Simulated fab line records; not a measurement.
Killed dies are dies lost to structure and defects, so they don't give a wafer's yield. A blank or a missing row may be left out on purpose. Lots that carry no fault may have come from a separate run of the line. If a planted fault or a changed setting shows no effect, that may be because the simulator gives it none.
Which tool was responsible? + flow sky130 + 33 wafers from 11 lots sampled at 5 of the route's 708 steps

== WHAT THE GAUGES READ, wafer by wafer ==
SKY_GATE_OXIDE_TW_MEAS_14. Usual: GATE_OXIDE_TW 224.4, standard deviation 2.2.
| lot  | measured     | on            | GATE_OXIDE_TW     | flag |
|------|--------------|---------------|-------------------|------|
| L389 | day 14 20:14 | film metro-04 | 223.8 221.7 222.6 |      |
| L391 | day 14 17:00 | film metro-04 | 222.9 223.3 222.5 |      |
| L392 | day 14 21:02 | film metro-01 | 225.2 225.8 224.5 |      |
| L394 | day 15 15:16 | film metro-03 | 226.6 226.4 226.7 |      |
| L395 | day 15 22:28 | film metro-03 | 227.0 226.5 225.3 |      |
| L397 | day 16 20:00 | film metro-03 | 225.2 225.3 225.9 |      |
| L398 | day 16 23:47 | film metro-04 | 210.5 208.7 209.5 | OFF  |
| L399 | day 17 13:20 | film metro-03 | 225.9 225.0 225.6 |      |
| L400 | day 17 13:46 | film metro-04 | 209.4 209.4 209.0 | OFF  |
| L411 | day 21 07:07 | film metro-01 | 226.6 228.0 227.4 |      |
| L412 | day 22 04:20 | film metro-04 | 218.7 219.8 220.0 |      |

== WHICH TOOL RAN EACH LOT (tool, then ch and the chambers of the sampled wafers, then the start) ==
| lot  | SKY_FIELD_ISO_ETCH_17           | SKY_PWDE_STRIP_09                   | SKY_VT_ADJUST_LVTN_STRIP_09          | SKY_GATE_OXIDE_IMPLANT_11       |
|------|---------------------------------|-------------------------------------|--------------------------------------|---------------------------------|
| L389 | rie si-01 ch 0,2,3, day 2 20:44 | plasma asher-01 ch 0,1, day 4 12:34 | plasma asher-01 ch 0,1, day 7 15:26  | implanter-01 ch 0, day 14 19:53 |
| L391 | rie si-02 ch 0,1,2, day 2 21:05 | plasma asher-03 ch 0,1, day 4 13:28 | plasma asher-02 ch 0,1, day 7 16:57  | implanter-01 ch 0, day 14 16:41 |
| L392 | rie si-02 ch 0,1,2, day 2 21:57 | plasma asher-04 ch 0,1, day 4 13:53 | plasma asher-01 ch 0,1, day 7 18:33  | implanter-04 ch 0, day 14 20:43 |
| L394 | rie si-01 ch 0,1,2, day 3 07:47 | plasma asher-01 ch 0,1, day 5 03:22 | plasma asher-02 ch 0,1, day 8 08:39  | implanter-03 ch 0, day 15 14:49 |
| L395 | rie si-02 ch 1,2, day 3 12:17   | plasma asher-04 ch 0,1, day 5 08:39 | plasma asher-01 ch 0,1, day 8 16:16  | implanter-04 ch 0, day 15 22:03 |
| L397 | rie si-02 ch 0,2,3, day 4 00:38 | plasma asher-03 ch 0,1, day 5 19:43 | plasma asher-01 ch 0,1, day 9 05:16  | implanter-04 ch 0, day 16 19:39 |
| L398 | rie si-01 ch 1,2,3, day 4 04:13 | plasma asher-01 ch 0,1, day 5 22:19 | plasma asher-02 ch 0,1, day 9 06:18  | implanter-04 ch 0, day 16 23:28 |
| L399 | rie si-02 ch 1,2,3, day 4 11:26 | plasma asher-04 ch 0,1, day 6 05:56 | plasma asher-01 ch 0,1, day 9 16:33  | implanter-01 ch 0, day 17 13:01 |
| L400 | rie si-01 ch 0,1,3, day 4 15:12 | plasma asher-01 ch 1, day 6 09:41   | plasma asher-01 ch 0,1, day 9 19:43  | implanter-04 ch 0, day 17 13:26 |
| L411 | rie si-02 ch 0,2,3, day 7 00:11 | plasma asher-04 ch 0,1, day 8 22:31 | plasma asher-02 ch 0,1, day 12 17:29 | implanter-01 ch 0, day 21 06:45 |
| L412 | rie si-01 ch 1,2,3, day 7 07:48 | plasma asher-04 ch 0,1, day 9 13:09 | plasma asher-04 ch 0,1, day 13 11:14 | implanter-01 ch 0, day 22 03:58 |
- SKY_FIELD_ISO_ETCH_17: etches Si in HBr/Cl2/O2, target depth 342 nm, time 101.3 s.
- SKY_PWDE_STRIP_09: strips in O2/N2.
- SKY_VT_ADJUST_LVTN_STRIP_09: strips in O2/N2.
- SKY_GATE_OXIDE_IMPLANT_11

== AS READ BY THE TOOLS THEMSELVES (means over the sampled wafers that have a number; for cases with no such wafer, the mark the record gives instead) ==
SKY_FIELD_ISO_ETCH_17. Usual: drypump motor current A 5.8 A, standard deviation 0.33; oes product au 1.000 a.u., standard deviation 0.018; throttle valve pct 25.657 %, standard deviation 0.014.
| lot  | tool      | drypump motor current A (A) | oes product au (a.u.) | throttle valve pct (%) | flag |
|------|-----------|-----------------------------|-----------------------|------------------------|------|
| L389 | rie si-01 | 5.7                         | 1.007                 | 25.662                 |      |
| L391 | rie si-02 | 5.8                         | 1.008                 | 25.650                 |      |
| L392 | rie si-02 | 5.8                         | 1.000                 | 25.665                 |      |
| L394 | rie si-01 | 5.7                         | 0.992                 | 25.664                 |      |
| L395 | rie si-02 | 5.9                         | 0.992                 | 25.654                 |      |
| L397 | rie si-02 | 5.9                         | 0.997                 | 25.661                 |      |
| L398 | rie si-01 | 5.9                         | 0.988                 | 25.663                 |      |
| L399 | rie si-02 | 5.6                         | 0.993                 | 25.656                 |      |
| L400 | rie si-01 | 5.8                         | 0.993                 | 25.653                 |      |
| L411 | rie si-02 | 5.9                         | 0.996                 | 25.660                 |      |
| L412 | rie si-01 | 5.9                         | 0.995                 | 25.658                 |      |

SKY_PWDE_STRIP_09. Usual: drypump motor current A 5.9 A, standard deviation 0.46; oes product au 0.723 a.u., standard deviation 0.0046; strip time to endpoint s 37.22 s, standard deviation 0.091.
| lot  | tool            | drypump motor current A (A) | oes product au (a.u.) | strip time to endpoint s (s) | flag |
|------|-----------------|-----------------------------|-----------------------|------------------------------|------|
| L389 | plasma asher-01 | 6.2                         | 0.729                 | 37.12                        |      |
| L391 | plasma asher-03 | 5.4                         | 0.727                 | 37.17                        |      |
| L392 | plasma asher-04 | 6.0                         | 0.723                 | 37.10                        |      |
| L394 | plasma asher-01 | 5.9                         | 0.720                 | 37.21                        |      |
| L395 | plasma asher-04 | 5.9                         | 0.722                 | 37.23                        |      |
| L397 | plasma asher-03 | 5.8                         | 0.721                 | 37.14                        |      |
| L398 | plasma asher-01 | 6.2                         | 0.723                 | 37.29                        |      |
| L399 | plasma asher-04 | 6.0                         | 0.723                 | 37.39                        |      |
| L400 | plasma asher-01 | 5.5                         | 0.728                 | 37.31                        |      |
| L411 | plasma asher-04 | 5.9                         | 0.723                 | 37.18                        |      |
| L412 | plasma asher-04 | 6.0                         | 0.724                 | 37.15                        |      |

SKY_VT_ADJUST_LVTN_STRIP_09. Usual: drypump motor current A 5.7 A, standard deviation 0.57; oes product au 0.723 a.u., standard deviation 0.0041; strip time to endpoint s 36.49 s, standard deviation 0.098.
| lot  | tool            | drypump motor current A (A) | oes product au (a.u.) | strip time to endpoint s (s) | flag |
|------|-----------------|-----------------------------|-----------------------|------------------------------|------|
| L389 | plasma asher-01 | 6.3                         | 0.721                 | 36.54                        |      |
| L391 | plasma asher-02 | 5.4                         | 0.726                 | 36.52                        |      |
| L392 | plasma asher-01 | 6.2                         | 0.720                 | 36.38                        |      |
| L394 | plasma asher-02 | 5.1                         | 0.720                 | 36.38                        |      |
| L395 | plasma asher-01 | 5.8                         | 0.718                 | 36.53                        |      |
| L397 | plasma asher-01 | 5.9                         | 0.724                 | 36.47                        |      |
| L398 | plasma asher-02 | 5.1                         | 0.719                 | 36.51                        |      |
| L399 | plasma asher-01 | 5.9                         | 0.722                 | 36.64                        |      |
| L400 | plasma asher-01 | 5.9                         | 0.725                 | 36.46                        |      |
| L411 | plasma asher-02 | 5.1                         | 0.721                 | 36.53                        |      |
| L412 | plasma asher-04 | 6.0                         | 0.723                 | 36.44                        |      |

SKY_GATE_OXIDE_IMPLANT_11. Usual: beam on s 10.03 s, standard deviation 0.18; dose ions cm2 2.5997e+12, standard deviation 2.8e+09; faraday current uA 14.63, standard deviation 0.27.
| lot  | tool         | beam on s (s) | dose ions cm2 | faraday current uA | flag |
|------|--------------|---------------|---------------|--------------------|------|
| L389 | implanter-01 | 10.02         | 2.5957e+12    | 14.64              |      |
| L391 | implanter-01 | 10.08         | 2.6026e+12    | 14.55              |      |
| L392 | implanter-04 | 10.04         | 2.5971e+12    | 14.62              |      |
| L394 | implanter-03 | 9.91          | 2.5940e+12    | 14.80              |      |
| L395 | implanter-04 | 10.06         | 2.6038e+12    | 14.58              |      |
| L397 | implanter-04 | 10.04         | 2.5999e+12    | 14.56              |      |
| L398 | implanter-04 | 10.06         | 2.0597e+12    | 11.55              | OFF  |
| L399 | implanter-01 | 9.83          | 2.5975e+12    | 14.93              |      |
| L400 | implanter-04 | 10.03         | 2.0606e+12    | 11.58              | OFF  |
| L411 | implanter-01 | 10.00         | 2.5979e+12    | 14.69              |      |
| L412 | implanter-01 | 9.91          | 2.5960e+12    | 14.81              |      |

== THE ANSWER, worked out from the rows above alone ==
Rule: a lot counts as off when the mean over its wafers that have a number is more than 3 standard deviations away from the usual mean. A lot without any number at a reading at which 4 lots or more have one is off too. Where the step has rows for the other lots, those lots are counted as sound. After the gauges, taken in route order, come the tools' own readings; for these a lot's mean is taken, as printed above. At the first step where some lot is off, the reading lying furthest off is the one used; lots without a number count as furthest.
Off: L398, L400, at SKY_GATE_OXIDE_TW_MEAS_14 (GATE_OXIDE_TW).
A tool fits if, at a process step before that reading, it ran every lot that is off, and no sound lot after the first of them. Not tried: the gauges at SKY_GATE_OXIDE_TW_MEAS_14; whatever is off there is also off at SKY_GATE_OXIDE_IMPLANT_11, on other tools, and gauge error can't account for it. 2 tools fit, plasma asher-01 at SKY_PWDE_STRIP_09 and implanter-04 at SKY_GATE_OXIDE_IMPLANT_11, so this cannot tell which one it is.

== WHAT THE SIMULATOR HAD PUT IN ==
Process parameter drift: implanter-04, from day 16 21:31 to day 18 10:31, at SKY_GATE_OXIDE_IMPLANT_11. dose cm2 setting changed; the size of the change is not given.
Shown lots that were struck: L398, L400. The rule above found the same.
